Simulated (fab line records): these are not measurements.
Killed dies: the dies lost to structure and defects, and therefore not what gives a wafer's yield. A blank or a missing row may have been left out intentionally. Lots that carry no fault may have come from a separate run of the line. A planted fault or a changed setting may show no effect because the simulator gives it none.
A struck lot beside a sound one | flow gf180mcu | 19 out of 602 route steps
Sound: the wafers L599.1, L599.4, L599.6. Wafers L609.1, L609.2, L609.4 were the ones struck. Last of all comes the cause.
Each step with rows lists, per side, the tool, then ch with its chambers, then its first start. Under that, the readings that differ: sound wafers | struck wafers | difference of the means | sigmas: that difference in standard deviations of wafers without a fault.
alike: readings whose means differ by less than 2 such deviations, and words and numbers that are the same on both sides. not compared: withheld readings, readings that some wafer has no value for, bounds like >300 that may hide the same value, and numbers for which the record gives no deviation and whose values overlap.
The two part at a step that has a row with sigmas, a row that says differs or no value, or rows on one side only. Numbers that have no deviation but don't overlap get no sigmas and don't part them. Lack of a reading on every wafer of one side parts them only where that side has two or more wafers.

GF_HV_LDD_CD_MEAS_31 targets a cd of 400 nm.
  sound on cdSem-02 at day 12 01:53; struck on cdSem-02 at day 15 17:52
  alike: cdNm
GF_HV_LDD_OVL_MEAS_32:
  sound on overlay-02 at day 12 02:01; struck on overlay-02 at day 15 17:59
  alike: HV_LDD_02_OVL
then, 4 steps without rows for these wafers: GF_HV_LDD_IMPLANT_33; GF_HV_LDD_IMPLANT_34; GF_HV_LDD_IMPLANT_35; GF_HV_LDD_IMPLANT_36.
GF_HV_LDD_STRIP_37: strips in O2/N2.
  sound on plasmaAsher-01 ch 0,1, day 12 02:38; struck on plasmaAsher-02 ch 0,1, day 15 18:37
  alike: drypumpMotorCurrentA, heaterPowerW, oesProductAu, stripTimeToEndpointS
  not compared: rfHoursCounterH
GF_HV_LDD_TW_MEAS_38:
  sound on filmMetro-04 at day 12 02:44; struck on filmMetro-04 at day 15 18:43
  alike: HV_LDD_3_TW
then, 4 steps without rows for these wafers: GF_HV_LDD_DEHYDRATE_39 (time 60 s); GF_HV_LDD_HMDS_40 (prime time 60 s); GF_HV_LDD_COAT_41 (resist thk 1000 nm); GF_HV_LDD_SOFTBAKE_42 (time 60 s).
GF_HV_LDD_EXPOSE_43: exposes mask Pplus HV AREA, target cd 400 nm.
  sound on ilineStepper-01 ch 0, day 12 11:56; struck on ilineStepper-02 ch 0, day 16 04:49
reading                      | sound                | struck               | difference | sigmas
model.HV_LDD.overlayXNm (nm) | -1.643 -1.643 -1.643 | -106.1 -106.1 -106.1 | -104.5     | 
  alike: mask
then, 2 steps without rows for these wafers: GF_HV_LDD_PEB_44; GF_HV_LDD_DEVELOP_45 (develop time 60 s).
GF_HV_LDD_CD_MEAS_46 targets a cd of 400 nm.
  sound on cdSem-01 at day 12 21:31; struck on cdSem-01 at day 16 15:59
  alike: cdNm
GF_HV_LDD_OVL_MEAS_47:
  sound on overlay-02 at day 12 21:38; struck on overlay-01 at day 16 16:07
reading            | sound          | struck               | difference | sigmas
HV_LDD_03_OVL (nm) | -1.7 -1.4 -2.2 | -107.8 -108.7 -107.1 | -106.1     | -76
then, 1 step without rows for these wafers: GF_HV_LDD_IMPLANT_48.
-- the record jumps here: 16 days lie between the struck wafers' starts before and after (it left off in module HV_LDD and takes up again in module PASSIVATION, whose first step shown is number 602 of the route) --
GF_PASSIVATION_PROBE_99:
  rows exist in the record for the struck wafers here (prober-01, day 32 15:14), but not for the sound ones

## WHERE THEY PART
Earliest at GF_HV_LDD_OVL_MEAS_47; latest, in this record, at GF_PASSIVATION_PROBE_99.

WHY: whatever the simulator had introduced
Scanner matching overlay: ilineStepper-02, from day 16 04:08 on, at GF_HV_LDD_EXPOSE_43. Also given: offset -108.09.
